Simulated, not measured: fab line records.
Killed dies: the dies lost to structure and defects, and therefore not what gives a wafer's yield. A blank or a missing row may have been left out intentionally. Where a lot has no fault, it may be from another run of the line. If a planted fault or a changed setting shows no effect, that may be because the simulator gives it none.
What tool caused it? | flow gf180mcu | 7 lots with 21 wafers sampled at 2 steps, on a route of 602 steps

== WHAT EACH GAUGE READ, for each wafer ==
GF_POLY_GATE_OVL_MEAS_11.
lot  | measured     | on         | POLY_GATE_OVL (nm)
L243 | day 10 01:42 | overlay-02 | 1 1 2
L246 | day 11 08:48 | overlay-02 | -13 -2 -5
L249 | day 11 23:03 | overlay-01 | 1 -1 -5
L256 | day 14 01:19 | overlay-01 | -12 -12 -17
L262 | day 15 15:46 | overlay-02 | -6 -3 -7
L264 | day 16 08:28 | overlay-01 | 8 14 14

== EACH LOT AND THE TOOL THAT RAN IT (in order: tool; ch and the chambers of the sampled wafers; start) ==
lot  | GF_STI_WET_ETCH_27
L243 | wetBench-03 ch 0, day 2 16:13
L246 | wetBench-02 ch 3, day 3 08:44
L249 | wetBench-03 ch 3, day 3 23:51
L252 | wetBench-03 ch 2, day 4 15:43
L256 | wetBench-03 ch 1, day 5 11:01
L262 | wetBench-02 ch 0, day 6 17:10
L264 | wetBench-02 ch 3, day 7 03:43
- GF_STI_WET_ETCH_27: etches Si3N4 in H3PO4, target depth 160 nm, time 1825 s.

== THE ANSWER, worked out from the rows above alone ==
Rule: what is usual is taken from the lots themselves. Put in order of their means at a reading, lots are off if they are a third of the lots or fewer, leave a main group of 4 or more, and stand apart from it by a gap of 3 or more times the standard deviation of the main group's means; of several such gaps the widest counts. Not used: any main group whose means are identical at the precision the tables above print for the reading. A lot without any number at a reading at which 4 lots or more have one is off too. Any other lot the step has rows for is counted as sound.
None of the lots is off at any reading shown; this tells nothing.

== WHAT THE SIMULATOR HAD PUT IN ==
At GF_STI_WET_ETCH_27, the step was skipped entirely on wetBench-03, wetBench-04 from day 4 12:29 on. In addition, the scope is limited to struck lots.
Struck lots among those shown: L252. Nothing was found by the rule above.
